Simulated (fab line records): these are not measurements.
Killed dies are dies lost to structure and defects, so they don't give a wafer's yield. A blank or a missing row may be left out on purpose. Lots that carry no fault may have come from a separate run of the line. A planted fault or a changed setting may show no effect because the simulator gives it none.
Which tool is to blame? -- flow sky130 -- 7 lots with 21 wafers sampled at 2 steps, on a route of 708 steps

WHAT EACH GAUGE READ, for each wafer
SKY_METAL1_CD_MEAS_15: target cd 140 nm.
lot,measured,on,cd_nm (nm)
L673,day 34 18:36,cd_sem-01,139.7 142.0 142.5
L680,day 36 02:08,cd_sem-01,140.1 139.4 139.7
L681,day 36 09:17,cd_sem-02,140.0 139.7 138.4
L683,day 37 00:29,cd_sem-02,140.8 141.8 139.8
L687,day 38 15:17,cd_sem-02,141.0 141.3 139.0
L689,day 39 11:50,cd_sem-02,140.7 140.5 141.0
L692,day 39 23:01,cd_sem-01,138.9 140.3 140.5

WHAT TOOL EACH LOT RAN ON (gives the tool, then ch and the chambers of the sampled wafers, and finally the start)
lot,SKY_VT_ADJUST_LVTN_DEVELOP_06
L673,"litho_track-04 ch 0, day 7 21:00"
L680,"litho_track-02 ch 0, day 9 18:00"
L681,"litho_track-04, day 10 02:00"
L683,"litho_track-04 ch 0, day 10 14:00"
L687,"litho_track-01 ch 0, day 11 13:00"
L689,"litho_track-01 ch 0, day 12 19:00"
L692,"litho_track-02 ch 0, day 13 09:00"
- SKY_VT_ADJUST_LVTN_DEVELOP_06: develop time 60 s.

THE ANSWER, worked out from the rows above alone
Rule: what is usual is taken from the lots themselves. The widest of any qualifying gaps counts: lots, ordered by their means at a reading, are off when they make up no more than a third of the lots, leave a main group of 4 or more, and stand apart from it by 3 or more times the standard deviation of that group's means. A main group is skipped when, at the precision printed for the reading in the tables above, its means are all equal. Also off: a lot with no number at a reading for which 4 or more lots have one. Any other lot the step has rows for is counted as sound.
Nothing can be told from this: no lot is off at any reading shown.

WHAT THE SIMULATOR PUT IN
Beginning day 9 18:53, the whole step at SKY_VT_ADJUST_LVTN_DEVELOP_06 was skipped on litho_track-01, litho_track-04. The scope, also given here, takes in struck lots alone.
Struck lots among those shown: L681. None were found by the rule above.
